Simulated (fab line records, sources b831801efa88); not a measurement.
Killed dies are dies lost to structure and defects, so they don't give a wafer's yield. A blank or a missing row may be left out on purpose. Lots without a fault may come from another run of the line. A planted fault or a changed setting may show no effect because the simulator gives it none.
fab line records | flow sky130
record lots=6 wafers=18 last_day=50
route steps=708 shown POLY_GATE@236 LDD_N@237 PAD_OPEN@708
lots that met no fault: from a run of the same line without faults
start_h: hours from the record's first day to the start of the lot's first wafer shown | wait_h: hours since the lot's step before | " the same as in the row above | L1.1+2: a row that stands for several wafers | - no value, or no start given | * or withheld: withheld | < > ~ a bound
route shown NAME@n: a module of which the file shows steps, and the number in the route of the first | usual: mean/standard deviation of fault-free wafers | same: alike in all rows | chamber/n: place in a boat | sites: the reading at each site | _std_site: their standard deviation | _edge_site: outer sites' mean less inner sites' | radius_mm: how far each site lies from the wafer's centre | mask NAME#n: copy n | behind: the tool/chamber that last shaped the wafer | hold: why the lot was held/for how many hours/how that ended | device: the transistor (n, p or np) that didn't switch | end of line: the same wafers' tests at the end of the route | a step without rows: its recipe alone | killed: dies lost to structure and defects at the first sort, not the wafer's yield | map: a wafer's dies, x killed, . not, _ none there
set.NAME: the setting as run; set.NAME@STEP: as run at that earlier step | model.NAME: the simulator's own value behind a step, which no gauge read
lots at some steps of the route; a table a step, a row a wafer
services: from which hour (start_h, from the record's first day; less than 0 if before it) a tool's chamber was out of use, for how many hours, and why
## steps
# step SKY_POLY_GATE_CD_MEAS_22
# usual cd_nm=149.8/1.8
# columns lot.wafer tool chamber start_h wait_h cd_nm
L510.2 cd_sem-02 - 436.02 0.1 151.0
L510.3 " - " " 154.6
L510.4 " - " " 149.5
L512.2 cd_sem-02 - 461.35 0.1 151.0
L512.4 " - " " 151.1
L512.6 " - " " 153.7
L522.2 cd_sem-02 - 537.80 0.1 148.1
L522.3 " - " " 150.9
L522.4 " - " " 149.6
L523.1 cd_sem-01 - 562.87 0.1 150.5
L523.2 " - " " 150.8
L523.6 " - " " 151.1
L524.2 cd_sem-01 - 580.12 0.1 149.0
L524.4 " - " " 151.4
L524.5 " - " " 146.1
L525.2 cd_sem-02 - 581.72 0.1 149.7
L525.4 " - " " 147.2
L525.5 " - " " 146.7
# step SKY_LDD_N_DEHYDRATE_00
# recipe temp_c=200 time_s=60
# step SKY_LDD_N_HMDS_01
# recipe prime_time_s=60 prime_temp_c=120
# step SKY_LDD_N_COAT_02
# recipe resist=NOVOLAK spin_rpm=3000 resist_thk_nm=300
# step SKY_LDD_N_SOFTBAKE_03
# recipe temp_c=90 time_s=60 resist=NOVOLAK
# step SKY_LDD_N_EXPOSE_04
# recipe mask_id=NTM target_cd_nm=840 na=0.6 source_shape=conventional sigma_outer=0.6 dose_mj=110
# step SKY_LDD_N_PEB_05
# recipe temp_c=withheld time_s=* resist=NOVOLAK
# step SKY_LDD_N_DEVELOP_06
# recipe develop_time_s=60 dev_temp_c=23
# step SKY_LDD_N_OVL_MEAS_07
# usual LDD_N_OVL=0.5/1.5
# columns lot.wafer tool chamber start_h wait_h LDD_N_OVL[nm]
L510.2 overlay-02 - 466.52 0.1 2.0
L510.3 " - " " 1.8
L510.4 " - " " 3.0
L512.2 overlay-01 - 491.44 0.1 -1.2
L512.4 " - " " 1.2
L512.6 " - " " -0.3
L522.2 overlay-02 - 567.69 0.1 0.0
L522.3 " - " " -0.2
L522.4 " - " " -0.2
L523.1 overlay-01 - 591.71 0.1 0.7
L523.2 " - " " 0.7
L523.6 " - " " 0.6
L524.2 overlay-01 - 608.67 0.1 -1.3
L524.4 " - " " -0.5
L524.5 " - " " -2.5
L525.2 overlay-02 - 610.33 0.1 3.3
L525.4 " - " " 1.9
L525.5 " - " " 2.5
# step SKY_LDD_N_IMPLANT_08
# recipe species=As energy_kev=20 dose_cm2=7.5e+13 tilt_deg=withheld rotation_deg=23
# step SKY_LDD_N_IMPLANT_09
# recipe species=As energy_kev=20 dose_cm2=7.5e+13 tilt_deg=withheld rotation_deg=113
# step SKY_LDD_N_IMPLANT_10
# recipe species=As energy_kev=20 dose_cm2=7.5e+13 tilt_deg=withheld rotation_deg=203
# step SKY_LDD_N_IMPLANT_11
# recipe species=As energy_kev=20 dose_cm2=7.5e+13 tilt_deg=withheld rotation_deg=293
# usual beam_energy_keV=20.001/0.0067 dose_ions_cm2=7.5e+13/8.4e+10 faraday_current_uA=422/8.5 rotation_deg=293.01/0.044
# columns lot.wafer tool chamber start_h wait_h beam_energy_keV dose_ions_cm2 faraday_current_uA rotation_deg
L510.2 implanter-01 0 469.23 0.1 19.993 7.509e+13 411 293.01
L510.3 " 0 " " 19.999 7.508e+13 413 293.03
L510.4 " 0 " " 19.987 7.507e+13 414 293.03
L512.2 implanter-03 0 491.95 0.1 19.998 7.51e+13 427 292.98
L512.4 " 0 " " 19.994 7.502e+13 418 292.97
L512.6 " 0 " " 19.992 7.49e+13 416 292.94
L522.2 implanter-01 0 568.20 0.1 19.987 6.846e+13 397 293.02
L522.3 " 0 " " 19.994 6.858e+13 391 293.04
L522.4 " 0 " " 19.998 6.853e+13 381 293.02
L523.1 implanter-01 0 592.20 0.1 19.988 6.858e+13 385 293.01
L523.2 " 0 " " 19.988 6.868e+13 397 293.01
L523.6 " 0 " " 19.995 6.869e+13 381 292.95
L524.2 implanter-03 0 609.17 0.1 20.002 7.492e+13 415 293.09
L524.4 " 0 " " 20.004 7.5e+13 446 293.09
L524.5 " 0 " " 20.004 7.492e+13 424 292.97
L525.2 implanter-03 0 610.83 0.1 20.003 7.504e+13 423 292.98
L525.4 " 0 " " 20.007 7.501e+13 403 293.01
L525.5 " 0 " " 20.000 7.492e+13 427 292.99
# step SKY_LDD_N_IMPLANT_12
# recipe species=BF2 energy_kev=50 dose_cm2=5e+12 tilt_deg=30 rotation_deg=0
# step SKY_PAD_OPEN_PROBE_99
# usual killed_at_M0_to_M3=43/6.6 killed_at_M4_up=3.1/1.6 killed_at_contacts=23/5.6 killed_at_front_end=15/4.2 killed_at_other=0.2/0.43 killed_dies=85/9.3 killed_open=46/6.6 killed_short=39/6.2
# same gross_dies=492 killed_at_back_side=0
# columns lot.wafer tool chamber start_h wait_h killed_at_M0_to_M3 killed_at_M4_up killed_at_contacts killed_at_front_end killed_at_other killed_dies killed_open killed_short model.etest.tip_n.rs_ohm_sq
L510.2 prober-02 - 1117.44 0.1 33 4 33 16 0 86 48 38 444.9
L510.3 prober-02 - 1117.49 0.2 58 2 24 17 0 101 58 43 443.3
L510.4 prober-02 - 1117.54 0.2 38 3 22 18 0 81 47 34 443.3
L512.2 prober-01 - 1132.61 0.1 44 3 21 14 0 82 38 44 449.2
L512.4 prober-01 - 1132.71 0.2 42 4 26 15 0 87 42 45 445.5
L512.6 prober-01 - 1132.81 0.2 50 2 16 22 0 90 50 40 452.2
L522.2 prober-02 - 1179.61 0.1 45 2 23 13 0 83 57 26 446.9
L522.3 prober-02 - 1179.66 0.2 45 3 31 24 0 103 57 46 446.9
L522.4 prober-02 - 1179.71 0.2 42 3 17 10 0 72 41 31 446.5
L523.1 prober-01 - 1190.07 0.1 27 4 25 21 1 78 38 40 448
L523.2 prober-01 - 1190.12 0.1 40 3 29 23 0 95 50 45 447.6
L523.6 prober-01 - 1190.32 0.2 37 3 20 10 0 70 40 30 446.1
L525.2 prober-02 - 1199.90 0.1 35 2 26 7 0 70 33 37 443.8
L525.4 prober-02 - 1200.00 0.2 41 2 29 13 0 85 45 40 437.6
L525.5 prober-02 - 1200.05 0.2 33 4 32 17 1 87 45 42 440.3
L524.2 prober-01 - 1201.40 0.1 50 4 20 14 0 88 46 42 448.7
L524.4 prober-01 - 1201.50 0.2 43 5 15 13 0 76 39 37 447.8
L524.5 prober-01 - 1201.55 0.2 45 3 18 11 0 77 40 37 445.5
# killed by level:class
L510.2 LI_CONTACT:geometric_particle:open=11 CONTACT:geometric_particle:open=8 VIA1:geometric_particle:open=8 CONTACT:geometric_particle:short=7 VIA3:geometric_particle:open=6 FIELD_ISO:geometric_particle:open=4 VIA1:geometric_particle:short=4 METAL1:geometric_particle:short=4
L510.3 VIA1:geometric_particle:open=21 CONTACT:geometric_particle:open=10 CONTACT:geometric_particle:short=8 VIA2:geometric_particle:open=8 METAL1:geometric_particle:short=7 FIELD_ISO:geometric_particle:short=5 VIA3:geometric_particle:open=5 FIELD_ISO:geometric_particle:open=4
L510.4 VIA1:geometric_particle:open=11 LI_CONTACT:geometric_particle:open=8 CONTACT:geometric_particle:open=6 METAL2:geometric_particle:short=6 VIA2:geometric_particle:open=6 FIELD_ISO:geometric_particle:open=4 LOCAL_INTERCONNECT:geometric_particle:short=4 METAL1:geometric_particle:short=4
L512.2 LOCAL_INTERCONNECT:geometric_particle:short=10 METAL1:geometric_particle:short=7 VIA1:geometric_particle:open=7 VIA3:geometric_particle:open=7 VIA2:geometric_particle:open=6 VIA1:geometric_particle:short=6 LI_CONTACT:geometric_particle:open=5 VIA2:geometric_particle:short=4
L512.4 CONTACT:geometric_particle:open=9 VIA1:geometric_particle:open=8 METAL1:geometric_particle:short=6 VIA1:geometric_particle:short=6 LOCAL_INTERCONNECT:geometric_particle:short=5 CONTACT:geometric_particle:short=5 FIELD_ISO:geometric_particle:short=4 VIA3:geometric_particle:open=4
L512.6 VIA1:geometric_particle:open=13 CONTACT:geometric_particle:open=6 METAL1:geometric_particle:short=6 VIA2:geometric_particle:open=6 POLY_GATE:geometric_particle:short=5 SPACER:geometric_particle:open=5 LI_CONTACT:geometric_particle:open=5 VIA3:geometric_particle:short=5
L522.2 VIA2:geometric_particle:open=11 VIA3:geometric_particle:open=10 VIA1:geometric_particle:open=7 CONTACT:geometric_particle:open=7 FIELD_ISO:geometric_particle:open=6 LI_CONTACT:geometric_particle:open=5 CONTACT:geometric_particle:short=5 POLY_GATE:geometric_particle:open=4
L522.3 LI_CONTACT:geometric_particle:open=15 VIA1:geometric_particle:open=9 VIA3:geometric_particle:open=8 VIA1:geometric_particle:short=7 CONTACT:geometric_particle:open=7 METAL2:geometric_particle:short=7 POLY_GATE:geometric_particle:short=6 LI_CONTACT:geometric_particle:short=6
L522.4 VIA1:geometric_particle:open=12 CONTACT:geometric_particle:open=8 VIA2:geometric_particle:open=6 VIA1:geometric_particle:short=6 METAL2:geometric_particle:short=4 METAL1:geometric_particle:short=4 FIELD_ISO:geometric_particle:open=3 FIELD_ISO:geometric_particle:short=3
L523.1 FIELD_ISO:geometric_particle:short=7 CONTACT:geometric_particle:open=7 LI_CONTACT:geometric_particle:open=6 LOCAL_INTERCONNECT:geometric_particle:short=6 POLY_GATE:geometric_particle:open=4 CONTACT:geometric_particle:short=4 VIA2:geometric_particle:open=4 METAL3:geometric_particle:open=4
L523.2 CONTACT:geometric_particle:open=11 VIA1:geometric_particle:open=9 METAL2:geometric_particle:short=8 FIELD_ISO:geometric_particle:open=7 FIELD_ISO:geometric_particle:short=6 LI_CONTACT:geometric_particle:open=6 POLY_GATE:geometric_particle:open=6 CONTACT:geometric_particle:short=6
L523.6 VIA1:geometric_particle:open=9 CONTACT:geometric_particle:open=8 VIA1:geometric_particle:short=5 METAL3:geometric_particle:short=5 VIA3:geometric_particle:open=4 LI_CONTACT:geometric_particle:open=4 CONTACT:geometric_particle:short=4 POLY_GATE:geometric_particle:open=3
L525.2 CONTACT:geometric_particle:open=10 VIA1:geometric_particle:open=8 LOCAL_INTERCONNECT:geometric_particle:short=6 VIA2:geometric_particle:open=6 FIELD_ISO:geometric_particle:short=5 CONTACT:geometric_particle:short=4 METAL2:geometric_particle:short=4 VIA3:geometric_particle:open=4
L525.4 CONTACT:geometric_particle:open=15 VIA2:geometric_particle:open=7 VIA3:geometric_particle:open=7 CONTACT:geometric_particle:short=6 METAL3:geometric_particle:short=6 FIELD_ISO:geometric_particle:open=5 FIELD_ISO:geometric_particle:short=5 VIA2:geometric_particle:short=5
L525.5 CONTACT:geometric_particle:open=13 CONTACT:geometric_particle:short=8 VIA2:geometric_particle:open=7 LOCAL_INTERCONNECT:geometric_particle:short=6 LI_CONTACT:geometric_particle:open=5 VIA1:geometric_particle:short=5 VIA1:geometric_particle:open=5 FIELD_ISO:geometric_particle:short=4
L524.2 CONTACT:geometric_particle:open=10 VIA2:geometric_particle:open=9 VIA3:geometric_particle:open=8 VIA1:geometric_particle:open=7 VIA1:geometric_particle:short=6 FIELD_ISO:geometric_particle:short=5 VIA2:geometric_particle:short=5 METAL3:geometric_particle:short=5
L524.4 VIA1:geometric_particle:open=10 VIA3:geometric_particle:open=8 CONTACT:geometric_particle:open=7 VIA3:geometric_particle:short=7 POLY_GATE:geometric_particle:short=5 VIA2:geometric_particle:open=5 METAL1:geometric_particle:short=5 LI_CONTACT:geometric_particle:open=4
L524.5 VIA3:geometric_particle:open=8 VIA2:geometric_particle:open=7 CONTACT:geometric_particle:open=7 LOCAL_INTERCONNECT:geometric_particle:short=6 VIA1:geometric_particle:open=6 VIA1:geometric_particle:short=5 VIA2:geometric_particle:short=5 LI_CONTACT:geometric_particle:open=4
## services
# columns tool chamber start_h hours kind
implanter-01 - 498.74 3.4 repair
implanter-03 - 513.12 3.7 pm
implanter-03 - 531.44 6.9 repair
## key
first_sign step=SKY_LDD_N_IMPLANT_11 reading=dose_ions_cm2 direction=down sigmas=76 usual=* struck=*
effect step=SKY_LDD_N_IMPLANT_11 reading=faraday_current_uA direction=down sigmas=3.9 usual=422 struck=389
model_effect step=SKY_PAD_OPEN_PROBE_99 value=etest.tip_n.rs_ohm_sq without=440.9 struck=447
met_at SKY_LDD_N_IMPLANT_11
struck_wafers L522.2,L522.3,L522.4,L523.1,L523.2,L523.6
tester_left_out L522,L523
onset_between 469.23 568.20
fault kind=process_parameter_drift tool=implanter-01 chamber=- onset_h=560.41 steps=SKY_LDD_N_IMPLANT_11 channel=dose_cm2 offset=* shape=step end_h=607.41 acts_in=* stated=*
# tester_left_out: of these lots the tester's yield and bins aren't shown, on N5 and GAA mostly nor the transistor test; their killed dies are dies lost to structure and defects alone, not to doping, threshold or leakage, so they don't give the yield
